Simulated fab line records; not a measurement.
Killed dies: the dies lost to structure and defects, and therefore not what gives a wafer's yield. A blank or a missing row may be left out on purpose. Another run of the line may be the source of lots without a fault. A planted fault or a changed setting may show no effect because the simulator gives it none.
fab line records	flow gf180mcu
record: lots: 5	wafers: 23
route steps=602 shown M1@327 V1@339 M2@373 V3@452 M4@460 V4@499 MIM@510 TOP_METAL@578
start_h: the number of hours between the record's first day and the start of the first shown wafer of the lot	wait_h: time in hours since the lot's previous step	" unchanged from the row above	L1.1+2: a single row standing in for several wafers	- no value, or no start given	* or withheld: withheld	< > ~ a bound
route shown NAME@n: names a module that has steps shown in the file, with the first one's number in the route	usual: the fault-free wafers' mean and standard deviation	same: alike in all rows	chamber/n: place in a boat	sites: per-site readings	_std_site: standard deviation across them	_edge_site: outer sites' mean less inner sites'	radius_mm: for every site, how far away it sits from the centre of the wafer	mask NAME#n: copy n	behind: the tool/chamber that last shaped the wafer	hold: the reason the lot was held/the length of the hold in hours/how it ended	device: whichever transistor did not switch (one of n, p or np)	end of line: tests of these same wafers at the route's end	a step with no rows: only its recipe	killed: count of dies lost to structure and defects at first sort (not the wafer's yield)	map: shows each die of a wafer: x if killed, . if not, _ if none is there
set.NAME: the setting that was run; set.NAME@STEP: the one run at that earlier step	model.NAME: the simulator's own value behind a step, which no gauge read
lots run with intentionally changed settings; tables by step, rows by wafer
== steps ==
step: GF_M1_PEB_12
recipe: peb_temp_c: 135	peb_time_s: 90	resist: KrF
lot.wafer	tool	chamber	start_h	wait_h	set.peb_temp_c
L074.1+2+4	litho_track-03	0	-	-	133.6
L074.3+5	"	0	"	"	135
L081.1+2+6	litho_track-02	0	-	-	138.5
L081.3+5	"	0	"	"	135
L082.1+2+4+5+6	litho_track-02	0	-	-	135
L084.2+4+6	litho_track-01	0	-	-	135
L085.1+3+4	litho_track-02	0	-	-	135
L085.2+6	"	0	"	"	136.2
step: GF_M1_DEVELOP_13
recipe: develop_time_s: 60	dev_temp_c: 21
step: GF_M1_CD_MEAS_14
recipe: target_cd_nm: 230
usual: cd_nm: 230.4/1.2
lot.wafer	tool	chamber	start_h	wait_h	set.peb_temp_c@M1_PEB_12	cd_nm
L074.1	cd_sem-02	-	389.58	0.1	133.6	235.3
L074.2	"	-	"	"	133.6	235.6
L074.3	"	-	"	"	135	231.0
L074.4	"	-	"	"	133.6	235.3
L074.5	"	-	"	"	135	230.5
L081.1	cd_sem-01	-	464.77	0.1	138.5	220.0
L081.2	"	-	"	"	138.5	221.5
L081.3	"	-	"	"	135	229.8
L081.5	"	-	"	"	135	229.6
L081.6	"	-	"	"	138.5	221.3
L082.1	cd_sem-01	-	475.47	0.1	135	229.1
L082.2	"	-	"	"	135	230.9
L082.4	"	-	"	"	135	229.7
L082.5	"	-	"	"	135	229.7
L082.6	"	-	"	"	135	229.9
L084.2	cd_sem-01	-	484.94	0.1	135	229.8
L084.4	"	-	"	"	135	228.5
L084.6	"	-	"	"	135	228.5
L085.1	cd_sem-02	-	493.42	0.1	135	231.8
L085.2	"	-	"	"	136.2	230.0
L085.3	"	-	"	"	135	232.6
L085.4	"	-	"	"	135	231.5
L085.6	"	-	"	"	136.2	227.6
step: GF_M1_METAL_ETCH_16
recipe: chemistry: Cl2/BCl3	mask_material: KrF	target_depth_nm: 627.5	stop_on: SiO2	pressure_mtorr: 8	icp_w: 800	bias_w: 140	Cl2_flow_sccm: 80	bcl3_flow_sccm: 40	time_s: 104.6
lot.wafer	tool	chamber	start_h	wait_h	set.peb_temp_c@M1_PEB_12	model.M1.cd_nm
L074.1	rie_metal-02	1	389.73	0.0	133.6	233.5
L074.2	"	0	"	"	133.6	236.8
L074.3	"	0	"	"	135	231.1
L074.4	"	1	"	"	133.6	234.8
L074.5	"	1	"	"	135	231.8
L081.1	rie_metal-04	1	464.92	0.0	138.5	219.6
L081.2	"	0	"	"	138.5	222.3
L081.3	"	0	"	"	135	230.7
L081.5	"	1	"	"	135	227.8
L081.6	"	0	"	"	138.5	221.9
L082.1	rie_metal-01	1	475.62	0.0	135	228.6
L082.2	"	1	"	"	135	228.7
L082.4	"	1	"	"	135	227.9
L082.5	"	1	"	"	135	227.3
L082.6	"	1	"	"	135	225.7
L084.2	rie_metal-04	1	485.08	0.0	135	230.8
L084.4	"	1	"	"	135	229.2
L084.6	"	1	"	"	135	227.2
L085.1	rie_metal-04	0	493.57	0.0	135	233.3
L085.2	"	1	"	"	136.2	231.6
L085.3	"	1	"	"	135	234.3
L085.4	"	0	"	"	135	231.1
L085.6	"	1	"	"	136.2	229.1
step: GF_M1_STRIP_17
recipe: chemistry: O2/N2	power_w: 1400	pressure_mtorr: 1500	platen_temp_c: 250	o2_flow_sccm: 3000	n2_flow_sccm: 300	overash_fraction: 0.5
usual: strip_time_to_endpoint_s: 7.90/0.052
lot.wafer	tool	chamber	start_h	wait_h	set.power_w	strip_time_to_endpoint_s
L074.1	plasma_asher-01	1	389.84	0.1	1400	7.91
L074.2	"	0	"	"	1400	7.82
L074.3	"	0	"	"	1400	7.82
L074.4	"	1	"	"	1400	7.83
L074.5	"	0	"	"	1400	7.88
L081.1	plasma_asher-03	0	465.04	0.1	1487	7.41
L081.2	"	1	"	"	1400	7.91
L081.3	"	1	"	"	1487	7.57
L081.5	"	1	"	"	1487	7.49
L081.6	"	0	"	"	1400	7.92
L082.1	plasma_asher-01	1	475.85	0.2	1400	7.96
L082.2	"	0	"	"	1313	8.33
L082.4	"	0	"	"	1400	7.99
L082.5	"	0	"	"	1400	7.95
L082.6	"	1	"	"	1313	8.35
L084.2	plasma_asher-03	0	485.19	0.1	1400	7.89
L084.4	"	1	"	"	1400	7.83
L084.6	"	1	"	"	1400	7.82
L085.1	plasma_asher-02	0	493.69	0.1	1400	8.00
L085.2	"	1	"	"	1400	7.84
L085.3	"	1	"	"	1400	7.90
L085.4	"	0	"	"	1400	7.95
L085.6	"	0	"	"	1400	7.89
step: GF_V1_CMP_04
recipe: material: SiO2	down_force_psi: 4	platen_rpm: 60	pad_velocity_m_s: 0.94248
usual: time_to_endpoint_s: 79/5
lot.wafer	tool	chamber	start_h	wait_h	set.leave_above_ref_nm	time_to_endpoint_s	model.SiO2_of_V1_CVD_02.thk_nm
L074.1	cmp-01	0	390.93	0.3	671.4	58	669.7
L074.4	"	1	"	"	632.5	79	631.8
L074.2	"	2	"	"	671.4	57	669.9
L074.3	"	3	"	"	632.5	77	633
L074.5	"	0	"	"	671.4	60	669.7
L081.2	cmp-01	1	465.88	0.0	632.5	70	631.9
L081.1	"	3	"	"	632.5	77	632.8
L081.3	"	0	"	"	632.5	74	631.1
L081.5	"	1	"	"	632.5	85	631.6
L081.6	"	2	"	"	632.5	72	629.8
L082.4	cmp-01	0	476.77	0.1	632.5	78	632.6
L082.2	"	1	"	"	632.5	76	632.2
L082.1	"	2	"	"	587.3	92	586.6
L082.6	"	3	"	"	587.3	106	589.4
L082.5	"	0	"	"	632.5	77	632.9
L084.2	cmp-01	0	486.00	0.0	632.5	76	631.2
L084.4	"	3	"	"	632.5	82	633.8
L084.6	"	0	"	"	632.5	78	631.9
L085.3	cmp-01	2	494.60	0.0	632.5	75	631.5
L085.4	"	3	"	"	632.5	80	633.6
L085.1	"	0	"	"	613.5	76	611.9
L085.2	"	1	"	"	613.5	89	614.2
L085.6	"	2	"	"	613.5	91	613.7
step: GF_V1_COAT_09
recipe: resist: KrF	spin_rpm: withheld	resist_thk_nm: 1000
lot.wafer	tool	chamber	start_h	wait_h	set.resist_thk_nm	model.KrF_of_V1_COAT_09.thk_nm
L074.1+4	litho_track-04	0	-	-	1031	1030
L074.2	"	0	"	"	1000	996.7
L074.3	"	0	"	"	1000	998.5
L074.5	"	0	"	"	1000	999.1
L081.1	litho_track-03	0	-	-	1000	999.4
L081.2	"	0	"	"	1040	1040
L081.3	"	0	"	"	1040	1041
L081.5	"	0	"	"	1000	996.9
L081.6	"	0	"	"	1040	1035
L082.1	litho_track-02	0	-	-	1000	1004
L082.2	"	0	"	"	1000	1002
L082.4	"	0	"	"	1016	1021
L082.5	"	0	"	"	1000	1001
L082.6	"	0	"	"	1016	1018
L084.2	litho_track-03	0	-	-	1000	996.1
L084.4	"	0	"	"	1000	999.9
L084.6	"	0	"	"	1000	997.5
L085.1	litho_track-03	0	-	-	963.4	961.9
L085.2	"	0	"	"	1000	1000
L085.3	"	0	"	"	963.4	961.7
L085.4	"	0	"	"	1000	1002
L085.6	"	0	"	"	963.4	965.1
step: GF_V1_SOFTBAKE_10
recipe: temp_c: 130	time_s: 60	resist: KrF
step: GF_V1_EXPOSE_11
recipe: mask_id: Via1	target_cd_nm: 260	na: 0.68	source_shape: conventional	sigma_outer: 0.6	dose_mj: 38
step: GF_V1_ETCH_16
recipe: chemistry: N2/H2	target_depth_a: withheld	overetch_a: withheld	time_s: withheld	target: BARC	ion_energy_ev: 200	source_w: 500	bias_w: 100	pressure_mtorr: 30	n2_flow_sccm: 100	h2_flow_sccm: 200
step: GF_V1_ETCH_17
recipe: chemistry: C4F8/O2/Ar	mask_material: KrF	target: SiO2	stop_on: TiN	source_w: 1500	bias_w: 1200	pressure_mtorr: 40	c4f8_flow_sccm: withheld	O2_flow_sccm: 6	Ar_flow_sccm: 300	time_s: withheld	target_depth_a: 6300
usual: oes_product_au: 0.856/0.0049
lot.wafer	tool	chamber	start_h	wait_h	set.leave_above_ref_nm@V1_CMP_04	oes_product_au	model.etch.depth_nm	model.V1.feature_depth_nm
L074.1	rie_diel-04	1	-	-	671.4	0.882	669.7	669.7
L074.2	"	0	"	"	671.4	0.875	669.9	669.9
L074.3	"	3	"	"	632.5	0.857	633	633
L074.4	"	2	"	"	632.5	0.862	631.8	631.8
L074.5	"	2	"	"	671.4	0.892	669.7	669.7
L081.1	rie_diel-03	3	-	-	632.5	0.864	632.8	632.8
L081.2	"	1	"	"	632.5	0.865	-	631.9
L081.3	"	2	"	"	632.5	0.852	-	631.1
L081.5	"	3	"	"	632.5	0.852	-	631.6
L081.6	"	0	"	"	632.5	0.860	629.8	629.8
L082.1	rie_diel-03	3	-	-	587.3	0.823	-	586.6
L082.2	"	0	"	"	632.5	0.852	-	632.2
L082.4	"	2	"	"	632.5	0.852	632.6	632.6
L082.5	"	2	"	"	632.5	0.861	-	632.9
L082.6	"	1	"	"	587.3	0.832	-	589.4
L084.2	rie_diel-03	1	-	-	632.5	0.855	631.2	631.2
L084.4	"	0	"	"	632.5	0.863	633.8	633.8
L084.6	"	0	"	"	632.5	0.850	631.9	631.9
L085.1	rie_diel-04	2	-	-	613.5	0.841	-	611.9
L085.2	"	0	"	"	613.5	0.845	614.2	614.2
L085.3	"	3	"	"	632.5	0.852	631.5	631.5
L085.4	"	1	"	"	632.5	0.859	-	633.6
L085.6	"	2	"	"	613.5	0.840	613.7	613.7
step: GF_M2_EXPOSE_11
recipe: mask_id: Metal2	target_cd_nm: 280	na: 0.68	source_shape: conventional	sigma_outer: 0.6	dose_mj: 28
lot.wafer	tool	chamber	start_h	wait_h	mask	set.dose_mj
L074.1+2+3+4+5	krf_scanner-02	0	-	-	Metal2#0	28
L081.1+2+3	krf_scanner-02	0	-	-	Metal2#0	26.82
L081.5+6	"	0	"	"	Metal2#0	28
L082.1+5+6	krf_scanner-01	0	-	-	Metal2#0	26.71
L082.2+4	"	0	"	"	Metal2#0	28
L084.2+4+6	krf_scanner-02	0	-	-	Metal2#0	28
L085.1+2	krf_scanner-02	0	-	-	Metal2#0	28
L085.3+4+6	"	0	"	"	Metal2#0	28.87
step: GF_M2_PEB_12
recipe: peb_temp_c: 135	peb_time_s: 90	resist: KrF
step: GF_M2_DEVELOP_13
recipe: develop_time_s: 60	dev_temp_c: 21
step: GF_M2_CD_MEAS_14
recipe: target_cd_nm: 280
usual: cd_nm: 279.5/0.87
lot.wafer	tool	chamber	start_h	wait_h	set.dose_mj@M2_EXPOSE_11	cd_nm
L074.1	cd_sem-02	-	442.83	0.1	28	279.2
L074.2	"	-	"	"	28	279.2
L074.3	"	-	"	"	28	280.1
L074.4	"	-	"	"	28	279.7
L074.5	"	-	"	"	28	280.1
L081.1	cd_sem-01	-	514.46	0.1	26.82	287.9
L081.2	"	-	"	"	26.82	287.3
L081.3	"	-	"	"	26.82	287.9
L081.5	"	-	"	"	28	280.4
L081.6	"	-	"	"	28	281.2
L082.1	cd_sem-01	-	525.57	0.1	26.71	286.6
L082.2	"	-	"	"	28	279.6
L082.4	"	-	"	"	28	280.3
L082.5	"	-	"	"	26.71	287.3
L082.6	"	-	"	"	26.71	286.7
L084.2	cd_sem-01	-	533.94	0.1	28	277.1
L084.4	"	-	"	"	28	279.1
L084.6	"	-	"	"	28	278.6
L085.1	cd_sem-02	-	542.22	0.1	28	280.3
L085.2	"	-	"	"	28	280.0
L085.3	"	-	"	"	28.87	275.4
L085.4	"	-	"	"	28.87	275.6
L085.6	"	-	"	"	28.87	273.9
step: GF_V3_CVD_23
recipe: material: W	target_thk_nm: 350	time_s: 104.9	temp_c: 400	pressure_torr: 40
lot.wafer	tool	chamber	start_h	wait_h	set.temp_c	model.W_of_V3_CVD_23.thk_nm
L074.1	cvd_w-01	0	520.23	0.0	400	347.4
L074.2	"	1	"	"	400	348.1
L074.3	"	0	"	"	400	347.6
L074.4	"	1	"	"	400	351.9
L074.5	"	0	"	"	400	348.7
L081.1	cvd_w-02	1	586.06	0.0	400	341.9
L081.2	"	0	"	"	400	358.8
L081.3	"	1	"	"	409.3	409.1
L081.5	"	1	"	"	409.3	408.8
L081.6	"	0	"	"	400	358.3
L082.1	cvd_w-02	1	594.52	0.0	400	350.2
L082.2	"	0	"	"	400	358.1
L082.4	"	1	"	"	400	346.6
L082.5	"	1	"	"	400	341.8
L082.6	"	0	"	"	400	356.2
L084.2	cvd_w-02	1	606.75	0.0	400	345.1
L084.4	"	1	"	"	400	348.8
L084.6	"	1	"	"	400	345.7
L085.1	cvd_w-02	0	610.37	0.0	400	358
L085.2	"	1	"	"	394.8	314
L085.3	"	0	"	"	400	358.3
L085.4	"	1	"	"	394.8	313.9
L085.6	"	1	"	"	400	350.1
step: GF_V3_RS_MEAS_24
recipe: thk_meas_gauge: four-point-probe	reads: W_of_V3_CVD_23+TiN_of_V3_SPUTTER_22+Ti_of_V3_SPUTTER_21
usual: V3_W_RS: 0.326/0.0055
lot.wafer	tool	chamber	start_h	wait_h	set.temp_c@V3_CVD_23	V3_W_RS[ohm/sq]
L074.1	film_metro-02	-	520.34	0.1	400	0.330
L074.2	"	-	"	"	400	0.329
L074.3	"	-	"	"	400	0.330
L074.4	"	-	"	"	400	0.325
L074.5	"	-	"	"	400	0.328
L081.1	film_metro-03	-	586.17	0.1	400	0.335
L081.2	"	-	"	"	400	0.319
L081.3	"	-	"	"	409.3	0.279
L081.5	"	-	"	"	409.3	0.280
L081.6	"	-	"	"	400	0.318
L082.1	film_metro-02	-	594.63	0.1	400	0.328
L082.2	"	-	"	"	400	0.320
L082.4	"	-	"	"	400	0.332
L082.5	"	-	"	"	400	0.336
L082.6	"	-	"	"	400	0.322
L084.2	film_metro-01	-	606.88	0.1	400	0.333
L084.4	"	-	"	"	400	0.329
L084.6	"	-	"	"	400	0.331
L085.1	film_metro-02	-	610.48	0.1	400	0.321
L085.2	"	-	"	"	394.8	0.366
L085.3	"	-	"	"	400	0.320
L085.4	"	-	"	"	394.8	0.366
L085.6	"	-	"	"	400	0.328
step: GF_V3_THK_MEAS_25
recipe: thk_meas_gauge: xrf	reads: W_of_V3_CVD_23
usual: V3_W_THK: 345/7.5
lot.wafer	tool	chamber	start_h	wait_h	set.temp_c@V3_CVD_23	V3_W_THK[nm]
L074.1	film_metro-02	-	520.46	0.1	400	344
L074.2	"	-	"	"	400	348
L074.3	"	-	"	"	400	345
L074.4	"	-	"	"	400	349
L074.5	"	-	"	"	400	349
L081.1	film_metro-03	-	586.29	0.1	400	331
L081.2	"	-	"	"	400	345
L081.3	"	-	"	"	409.3	391
L081.5	"	-	"	"	409.3	392
L081.6	"	-	"	"	400	345
L082.1	film_metro-02	-	594.75	0.1	400	348
L082.2	"	-	"	"	400	354
L082.4	"	-	"	"	400	344
L082.5	"	-	"	"	400	340
L082.6	"	-	"	"	400	354
L084.2	film_metro-01	-	606.99	0.1	400	342
L084.4	"	-	"	"	400	348
L084.6	"	-	"	"	400	344
L085.1	film_metro-02	-	610.60	0.1	400	354
L085.2	"	-	"	"	394.8	311
L085.3	"	-	"	"	400	353
L085.4	"	-	"	"	394.8	308
L085.6	"	-	"	"	400	345
step: GF_V3_CMP_26
recipe: stop_on: SiO2	down_force_psi: 3.5	platen_rpm: 60	t_overpolish_s: 15	target_thk_nm: 0	pad_velocity_m_s: 0.94248
usual: time_to_endpoint_s: 87/3.4
lot.wafer	tool	chamber	start_h	wait_h	set.temp_c@V3_CVD_23	time_to_endpoint_s
L074.4	cmp-02	3	520.52	0.0	400	89
L074.1	"	0	"	"	400	88
L074.3	"	1	"	"	400	88
L074.2	"	2	"	"	400	85
L074.5	"	3	"	"	400	90
L081.3	cmp-02	1	586.40	0.1	409.3	100
L081.2	"	2	"	"	400	83
L081.1	"	3	"	"	400	83
L081.6	"	0	"	"	400	87
L081.5	"	1	"	"	409.3	101
L082.4	cmp-01	1	594.81	0.0	400	83
L082.2	"	3	"	"	400	90
L082.1	"	0	"	"	400	84
L082.6	"	1	"	"	400	87
L082.5	"	2	"	"	400	81
L084.2	cmp-02	0	607.14	0.1	400	86
L084.4	"	1	"	"	400	88
L084.6	"	3	"	"	400	87
L085.4	cmp-02	3	610.66	0.0	394.8	80
L085.2	"	0	"	"	394.8	76
L085.3	"	1	"	"	400	89
L085.1	"	2	"	"	400	85
L085.6	"	3	"	"	400	88
step: GF_M4_SPUTTER_04
recipe: material: TiN	target_thk_nm: 50	power_w: 6500	time_s: 41.7	chamber_pressure_pa: 0.4
lot.wafer	tool	chamber	start_h	wait_h	set.power_w	model.TiN_of_M4_SPUTTER_04.thk_nm
L074.1	pvd_sputter-02	-	521.00	0.0	6277	48.19
L074.2	"	-	"	"	6500	49.73
L074.3	"	-	"	"	6277	48.77
L074.4	"	-	"	"	6277	47.69
L074.5	"	-	"	"	6500	49.36
L081.1	pvd_sputter-02	-	586.83	0.0	6500	48.94
L081.2	"	-	"	"	5956	44.66
L081.3	"	-	"	"	5956	44.46
L081.5	"	-	"	"	5956	44.81
L081.6	"	-	"	"	6500	49.01
L082.1	pvd_sputter-03	-	595.29	0.0	6872	52.95
L082.2	"	-	"	"	6872	53.13
L082.4	"	-	"	"	6500	50.51
L082.5	"	-	"	"	6500	49.83
L082.6	"	-	"	"	6872	52.91
L084.2	pvd_sputter-02	-	607.52	0.0	6500	50.04
L084.4	"	-	"	"	6500	49.35
L084.6	"	-	"	"	6500	49.45
L085.1	pvd_sputter-02	-	611.14	0.0	6500	50.04
L085.2	"	-	"	"	6500	49.87
L085.3	"	-	"	"	6500	50.49
L085.4	"	-	"	"	6500	50.57
L085.6	"	-	"	"	6500	50.7
step: GF_V4_CVD_23
recipe: material: W	target_thk_nm: 350	time_s: 104.9	temp_c: 400	pressure_torr: 40
lot.wafer	tool	chamber	start_h	wait_h	set.pressure_torr	model.W_of_V4_CVD_23.thk_nm
L074.1	cvd_w-02	1	567.23	0.0	37.64	337.3
L074.2	"	0	"	"	37.64	349.6
L074.3	"	1	"	"	37.64	334.5
L074.4	"	0	"	"	37.64	349.1
L074.5	"	1	"	"	37.64	334
L081.1	cvd_w-01	1	630.33	0.0	40	358.2
L081.2	"	0	"	"	40	355.4
L081.3	"	0	"	"	40	350.9
L081.5	"	0	"	"	40	354.1
L081.6	"	1	"	"	40	356.8
L082.1	cvd_w-01	1	638.14	0.0	40	355.6
L082.2	"	0	"	"	40	348.4
L082.4	"	1	"	"	40	351.7
L082.5	"	1	"	"	40	351.1
L082.6	"	0	"	"	40	352.6
L084.2	cvd_w-01	1	650.39	0.0	40	351.7
L084.4	"	1	"	"	40	344.8
L084.6	"	0	"	"	40	351.1
L085.1	cvd_w-01	1	654.49	0.0	44.91	368.7
L085.2	"	0	"	"	44.91	367.9
L085.3	"	1	"	"	44.91	369.2
L085.4	"	0	"	"	44.91	367.6
L085.6	"	1	"	"	44.91	366.2
step: GF_MIM_SPUTTER_07
recipe: material: TiN	target_thk_nm: 60	power_w: 6500	time_s: 50	chamber_pressure_pa: 0.4
lot.wafer	tool	chamber	start_h	wait_h	set.power_w	model.TiN_of_MIM_SPUTTER_07.thk_nm
L074.1	pvd_sputter-02	-	568.15	0.1	6500	60.6
L074.2	"	-	"	"	6500	60.3
L074.3	"	-	"	"	6500	60.68
L074.4	"	-	"	"	6500	60.05
L074.5	"	-	"	"	6500	60.64
L081.1	pvd_sputter-02	-	631.23	0.1	6500	59.7
L081.2	"	-	"	"	6500	60.11
L081.3	"	-	"	"	6500	59.68
L081.5	"	-	"	"	6500	59.83
L081.6	"	-	"	"	6500	60.08
L082.1	pvd_sputter-02	-	639.05	0.1	6154	56.87
L082.2	"	-	"	"	6500	59.23
L082.4	"	-	"	"	6500	59.43
L082.5	"	-	"	"	6154	56.33
L082.6	"	-	"	"	6154	56.7
L084.2	pvd_sputter-01	-	651.30	0.0	6500	60.51
L084.4	"	-	"	"	6500	60.44
L084.6	"	-	"	"	6500	59.71
L085.1	pvd_sputter-01	-	655.40	0.1	7171	68.12
L085.2	"	-	"	"	6500	61.11
L085.3	"	-	"	"	6500	60.59
L085.4	"	-	"	"	7171	66.46
L085.6	"	-	"	"	6500	61.73
step: GF_TOP_METAL_EXPOSE_11
recipe: mask_id: MetalTop	target_cd_nm: 440	na: 0.6	source_shape: conventional	sigma_outer: 0.6	dose_mj: 170
lot.wafer	tool	chamber	start_h	wait_h	mask	set.dose_mj
L074.1+2+3	iline_stepper-02	0	-	-	MetalTop#0	170
L074.4+5	"	0	"	"	MetalTop#0	158.8
L081.1+3+6	iline_stepper-02	0	-	-	MetalTop#0	170
L081.2+5	"	0	"	"	MetalTop#0	157.7
L082.1+5	iline_stepper-02	0	-	-	MetalTop#0	170
L082.2+4+6	"	0	"	"	MetalTop#0	177.8
L084.2+4+6	iline_stepper-02	0	-	-	MetalTop#0	170
L085.1+3+6	iline_stepper-01	0	-	-	MetalTop#0	170
L085.2+4	"	0	"	"	MetalTop#0	158.4
step: GF_TOP_METAL_PEB_12
recipe: temp_c: withheld	time_s: *	resist: NOVOLAK
step: GF_TOP_METAL_DEVELOP_13
recipe: develop_time_s: 60	dev_temp_c: 23
step: GF_TOP_METAL_CD_MEAS_14
recipe: target_cd_nm: 440
usual: cd_nm: 441.3/2.1
lot.wafer	tool	chamber	start_h	wait_h	set.dose_mj@TOP_METAL_EXPOSE_11	cd_nm
L074.1	cd_sem-01	-	653.72	0.1	170	440.8
L074.2	"	-	"	"	170	439.7
L074.3	"	-	"	"	170	441.4
L074.4	"	-	"	"	158.8	457.6
L074.5	"	-	"	"	158.8	456.5
L081.1	cd_sem-01	-	711.17	0.1	170	442.8
L081.2	"	-	"	"	157.7	461.5
L081.3	"	-	"	"	170	440.6
L081.5	"	-	"	"	157.7	460.5
L081.6	"	-	"	"	170	442.8
L082.1	cd_sem-02	-	718.92	0.1	170	440.0
L082.2	"	-	"	"	177.8	429.3
L082.4	"	-	"	"	177.8	429.8
L082.5	"	-	"	"	170	442.2
L082.6	"	-	"	"	177.8	428.6
L084.2	cd_sem-02	-	729.69	0.1	170	441.4
L084.4	"	-	"	"	170	443.6
L084.6	"	-	"	"	170	440.8
L085.1	cd_sem-01	-	732.67	0.1	170	441.0
L085.2	"	-	"	"	158.4	463.2
L085.3	"	-	"	"	170	443.5
L085.4	"	-	"	"	158.4	464.1
L085.6	"	-	"	"	170	444.0
== key ==
split: step: GF_M1_PEB_12	setting: peb_temp_c	stated: 135	by: wafer
response: step: GF_M1_CD_MEAS_14	reading: cd_nm	change: -3.53	per: 1%	r: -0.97
response: step: GF_M1_METAL_ETCH_16	reading: model.M1.cd_nm	change: -3.1	per: 1%	r: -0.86
split: step: GF_M1_STRIP_17	setting: power_w	stated: 1400	by: wafer
response: step: GF_M1_STRIP_17	reading: strip_time_to_endpoint_s	change: *	per: 1%	r: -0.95
split: step: GF_V1_CMP_04	setting: leave_above_ref_nm	stated: 632.5	by: wafer
response: step: GF_V1_CMP_04	reading: time_to_endpoint_s	change: *	per: 1%	r: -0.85
response: step: GF_V1_CMP_04	reading: model.SiO2_of_V1_CVD_02.thk_nm	change: +6.19	per: 1%	r: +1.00
response: step: GF_V1_ETCH_17	reading: oes_product_au	change: +0.00389	per: 1%	r: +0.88
response: step: GF_V1_ETCH_17	reading: model.etch.depth_nm	change: +6.05	per: 1%	r: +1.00
response: step: GF_V1_ETCH_17	reading: model.V1.feature_depth_nm	change: +6.19	per: 1%	r: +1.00
split: step: GF_V1_COAT_09	setting: resist_thk_nm	stated: 1000	by: wafer
response: step: GF_V1_COAT_09	reading: model.KrF_of_V1_COAT_09.thk_nm	change: +10.2	per: 1%	r: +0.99
split: step: GF_M2_EXPOSE_11	setting: dose_mj	stated: 28	by: wafer
response: step: GF_M2_CD_MEAS_14	reading: cd_nm	change: -1.59	per: 1%	r: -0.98
split: step: GF_V3_CVD_23	setting: temp_c	stated: 400	by: wafer
response: step: GF_V3_CVD_23	reading: model.W_of_V3_CVD_23.thk_nm	change: +25.9	per: 1%	r: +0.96
response: step: GF_V3_RS_MEAS_24	reading: V3_W_RS	change: -0.0226	per: 1%	r: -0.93
response: step: GF_V3_THK_MEAS_25	reading: V3_W_THK	change: +24.4	per: 1%	r: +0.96
response: step: GF_V3_CMP_26	reading: time_to_endpoint_s	change: *	per: 1%	r: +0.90
split: step: GF_M4_SPUTTER_04	setting: power_w	stated: 6500	by: wafer
response: step: GF_M4_SPUTTER_04	reading: model.TiN_of_M4_SPUTTER_04.thk_nm	change: +0.497	per: 1%	r: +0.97
split: step: GF_V4_CVD_23	setting: pressure_torr	stated: 40	by: lot
response: step: GF_V4_CVD_23	reading: model.W_of_V4_CVD_23.thk_nm	change: +1.43	per: 1%	r: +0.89
split: step: GF_MIM_SPUTTER_07	setting: power_w	stated: 6500	by: wafer
response: step: GF_MIM_SPUTTER_07	reading: model.TiN_of_MIM_SPUTTER_07.thk_nm	change: +0.577	per: 1%	r: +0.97
split: step: GF_TOP_METAL_EXPOSE_11	setting: dose_mj	stated: 170	by: wafer
response: step: GF_TOP_METAL_CD_MEAS_14	reading: cd_nm	change: -2.7	per: 1%	r: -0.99
